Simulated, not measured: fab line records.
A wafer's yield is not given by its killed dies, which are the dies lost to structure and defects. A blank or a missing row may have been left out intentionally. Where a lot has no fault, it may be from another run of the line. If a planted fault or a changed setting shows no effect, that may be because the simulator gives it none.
One fault through the eyes of 2 desks    flow gf180mcu    every desk sees just its own numbers, and what lay behind them comes last

== FOR THE TOOL OWNER'S DESK: rtp-anneal-02 ==
The tool's own readings at GF_SALICIDE_RTA_06 (time 30 s): means of the sampled wafers that have a number, for each lot that ran on this tool. Marked OUT: a lot whose mean sits more than 4 standard deviations from the usual mean, which makes it out of limits; the brackets give that distance.
Columns: A = chamber-o2-ppm at GF_SALICIDE_RTA_06, usual 2.000; B = lamp-power-pct at GF_SALICIDE_RTA_06, usual 6.51 %; C = wafer_temp_C_max at GF_SALICIDE_RTA_06, usual 531.8
lot   first seen here  A                          B     C
L175  day 19 16:35     301.990 (+99 or more) OUT  6.63  531.5
L176  day 20 03:08     302.003 (+99 or more) OUT  6.63  531.3
L183  day 22 06:43     2.033                      6.63  531.9
This desk's finding: out of limits on L175, L176; first on L175, day 19 16:35 (chamber-o2-ppm at GF_SALICIDE_RTA_06). L183: within limits.

== FROM THE METROLOGY DESK ==
What the gauges read, lot by lot, whatever tool the lot ran on: means of the sampled wafers that have a number. Marked OUT: a lot whose mean sits more than 4 standard deviations from the usual mean, which makes it out of limits; the brackets give that distance.
Columns: A = cd-nm at GF_SAB_CD_MEAS_09, usual 420.5 nm; B = SAB_OVL at GF_SAB_OVL_MEAS_10, usual 0.5 nm; C = SALICIDE_TIN_RS at GF_SALICIDE_RS_MEAS_04, usual 16.4 ohm/sq; D = SALICIDE_TIN_THK at GF_SALICIDE_THK_MEAS_05, usual 20.21 nm
lot   first seen here  A      B     C     D
L167  day 16 07:10     421.1  -0.3  16.4  20.61
L174  day 19 06:41     421.0  0.7   16.0  20.62
L175  day 19 15:52     423.3  2.2   16.7  20.33
L176  day 20 02:22     419.4  0.6   16.6  20.29
L183  day 22 06:00     420.4  -0.9  16.3  20.15
L184  day 22 15:44     422.8  0.9   16.7  19.88
Result from this desk: across the 6 lots, nothing is out of limits.

== TAKEN TOGETHER ==
At day 19 16:35, on L175, L176, the tool owner's desk was in a position to raise an alarm.
Metrology desk: nothing out of limits seen.
The metrology desk has L175, L176 on record, within its limits.
On rtp-anneal-02, each named lot ran GF_SALICIDE_RTA_06.

== WHAT THE SIMULATOR HAD INSERTED ==
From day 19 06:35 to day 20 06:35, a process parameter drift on rtp-anneal-02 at GF_SALICIDE_RTA_06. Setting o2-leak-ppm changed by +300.
Struck lots among those shown: L175, L176.
Time in hours from fault onset to the first out-of-limits reading at each desk: the tool owner's desk, 10.
